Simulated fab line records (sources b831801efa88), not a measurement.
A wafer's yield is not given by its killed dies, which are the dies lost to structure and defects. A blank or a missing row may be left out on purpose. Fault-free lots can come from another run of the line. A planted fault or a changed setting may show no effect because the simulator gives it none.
Matching of chambers | flow gf180mcu | GF_V4_CMP_26 on cmp-02: 4 sister chambers
The step polishes, stops on SiO2, t overpolish 15 s, target thk 0 nm. 8 wafers are shown with their chamber, then 7 later ones without.

WAFERS WITH THEIR CHAMBER
wafer  | chamber | overpolish run s (s) | motor current A (A)
L273.4 | 0       | 15.007               | 9.8
L274.2 | 2       | 14.992               | 10.0
L274.4 | 0       | 15.011               | 9.2
L280.4 | 1       | 15.003               | 9.8
L287.5 | 3       | 14.992               | 9.5
L287.6 | 2       | 14.981               | 9.9
L288.3 | 3       | 15.005               | 9.0
L288.5 | 1       | 15.000               | 10.0

WAFERS MISSING THEIR CHAMBER
wafer  | overpolish run s (s) | motor current A (A)
L288.6 | 15.015               | 10.8
L290.1 | 15.001               | 9.2
L290.3 | 15.007               | 9.8
L290.6 | 15.002               | 9.8
L293.3 | 15.008               | 10.6
L293.4 | 15.003               | 9.4
L293.5 | 14.995               | 9.6

WHICH CHAMBER EACH ONE RAN IN
wafer  | from the rows above               | in truth
L288.6 | can't be placed: 1 or 0 or 2      | 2
L290.1 | can't be placed: 3 or 0           | 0
L290.3 | can't be placed: 1 or 0 or 3      | 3
L290.6 | can't be placed: 1 or 0 or 3      | 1
L293.3 | can't be placed: 1 or 0 or 2      | 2
L293.4 | can't be placed: 3 or 0 or 1      | 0
L293.5 | can't be placed: 3 or 1 or 2 or 0 | 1
Placed correctly: 0 of 7. These rows do not allow placing 7 (true chamber among the candidates in 7). 0 placed wrongly.
How it was worked out, from the rows above alone: a wafer's distance from a chamber is the root of the sum, over the readings, of the square of ((its reading less the chamber's mean) divided by the reading's scatter). If the next closest chamber is less than 2 further off than the closest, the wafer can't be placed; otherwise it belongs to the closest. Each chamber's mean is taken over the wafers shown for it. The scatter: the root of (the sum of the squares of (reading less its chamber's mean) over the shown wafers, divided by (wafers less chambers)).
